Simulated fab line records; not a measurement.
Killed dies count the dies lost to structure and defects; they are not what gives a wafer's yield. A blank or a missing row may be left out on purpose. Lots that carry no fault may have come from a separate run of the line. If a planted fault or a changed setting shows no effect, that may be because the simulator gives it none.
Which tool is to blame? + flow gf180mcu + 24 lots with 72 wafers sampled at 2 steps, on a route of 602 steps

== WHAT THE GAUGES READ, wafer by wafer ==
GF_DUAL_GATE_THK_MEAS_03. Usual: DUAL_GATE_OXIDATION_00_THK typically reads 11.01 nm, with standard deviation 0.19.
| lot  | measured     | on            | DUAL_GATE_OXIDATION_00_THK (nm) | flag |
|------|--------------|---------------|---------------------------------|------|
| L074 | day 7 14:03  | film_metro-02 | 10.81 10.69 10.63               |      |
| L075 | day 8 00:54  | film_metro-04 | 10.80 10.78 10.79               |      |
| L076 | day 8 10:30  | film_metro-04 | 10.86 11.02 11.06               |      |
| L077 | day 8 13:12  | film_metro-03 | 10.90 11.05 10.96               |      |
| L078 | day 8 22:38  | film_metro-02 | 11.25 10.86 11.09               |      |
| L079 | day 9 02:53  | film_metro-03 | 11.30 11.10 11.11               |      |
| L080 | day 9 13:40  | film_metro-02 | 11.16 10.90 10.87               |      |
| L081 | day 9 21:46  | film_metro-03 | 11.06 10.96 11.12               |      |
| L082 | day 10 04:43 | film_metro-02 | 10.94 10.76 10.83               |      |
| L083 | day 10 04:45 | film_metro-02 | 10.90 11.08 10.81               |      |
| L084 | day 10 14:21 | film_metro-04 | 10.95 11.00 10.85               |      |
| L085 | day 10 17:12 | film_metro-02 | 11.13 11.20 11.08               |      |
| L086 | day 10 22:36 | film_metro-03 | 10.97 11.14 11.10               |      |
| L087 | day 11 06:25 | film_metro-04 | 11.30 11.38 11.53               |      |
| L088 | day 11 12:47 | film_metro-02 | 11.23 11.19 11.27               |      |
| L089 | day 11 19:21 | film_metro-03 | 10.99 10.84 10.72               |      |
| L090 | day 12 05:04 | film_metro-04 | 11.01 10.85 10.95               |      |
| L091 | day 12 10:22 | film_metro-04 | 11.15 11.09 11.11               |      |
| L092 | day 12 13:58 | film_metro-04 | 11.18 11.07 11.05               |      |
| L093 | day 12 20:17 | film_metro-02 | 11.18 11.08 11.03               |      |
| L094 | day 13 01:45 | film_metro-02 | 10.99 11.05 11.24               |      |
| L095 | day 13 10:40 | film_metro-04 | 10.93 10.96 10.88               |      |
| L096 | day 13 16:38 | film_metro-02 | 10.85 10.83 10.93               |      |
| L097 | day 14 02:40 | film_metro-04 | 10.76 10.87 10.82               |      |

GF_V1_THK_MEAS_03. Usual: V1_CVD_02_THK typically reads 853 nm, with standard deviation 11.
| lot  | measured     | on            | V1_CVD_02_THK (nm) | flag |
|------|--------------|---------------|--------------------|------|
| L074 | day 17 02:08 | film_metro-03 | 856 855 865        |      |
| L075 | day 17 19:41 | film_metro-02 | 849 852 875        |      |
| L076 | day 18 12:07 | film_metro-02 | 837 849 855        |      |
| L077 | day 18 12:58 | film_metro-04 | 863 857 842        |      |
| L078 | day 19 06:47 | film_metro-04 | 854 839 840        |      |
| L079 | day 19 08:17 | film_metro-03 | 863 844 877        |      |
| L080 | day 19 20:25 | film_metro-02 | 874 857 872        |      |
| L081 | day 20 08:46 | film_metro-04 | 847 854 848        |      |
| L082 | day 20 11:07 | film_metro-04 | 847 862 860        |      |
| L083 | day 20 14:32 | film_metro-04 | 853 843 858        |      |
| L084 | day 20 23:50 | film_metro-04 | 865 843 864        |      |
| L085 | day 21 09:20 | film_metro-04 | 839 864 859        |      |
| L086 | day 21 15:52 | film_metro-04 | 856 847 870        |      |
| L087 | day 22 00:06 | film_metro-02 | 825 843 847        |      |
| L088 | day 22 11:49 | film_metro-04 | 842 868 870        |      |
| L089 | day 22 15:23 | film_metro-02 | 839 835 839        |      |
| L090 | day 23 01:37 | film_metro-03 | 839 849 852        |      |
| L091 | day 23 10:13 | film_metro-03 | 830 853 859        |      |
| L092 | day 23 12:47 | film_metro-04 | 843 861 870        |      |
| L093 | day 23 18:57 | film_metro-02 | 843 842 861        |      |
| L094 | day 23 23:35 | film_metro-02 | 856 851 865        |      |
| L095 | day 24 13:09 | film_metro-03 | 830 842 854        |      |
| L096 | day 24 20:08 | film_metro-02 | 835 841 859        |      |
| L097 | day 25 07:27 | film_metro-02 | 854 847 866        |      |

== EACH LOT AND THE TOOL THAT RAN IT (in order: tool; ch and the chambers of the sampled wafers; start) ==
Record: no process step prior to these readings.

== WHAT THE TOOLS THEMSELVES READ (means of the sampled wafers that have a number; where no wafer has one, the mark that the record gives instead) ==
The record holds no such reading with a usual standard deviation.

== THE ANSWER, worked out from the rows above alone ==
Rule: a lot is off if the mean of its wafers that have a number lies more than 3 standard deviations from the usual mean. Also off: a lot with no number at a reading for which 4 or more lots have one. Where the step has rows for the other lots, those lots are counted as sound. The gauges are gone through in route order, then the tools' own readings, and for those a lot's mean is taken as printed above. At the first step where some lot is off, the reading lying furthest off is the one used; lots without a number count as furthest.
None of the lots is off at any reading shown; this tells nothing.

== WHAT HAD BEEN PUT IN BY THE SIMULATOR ==
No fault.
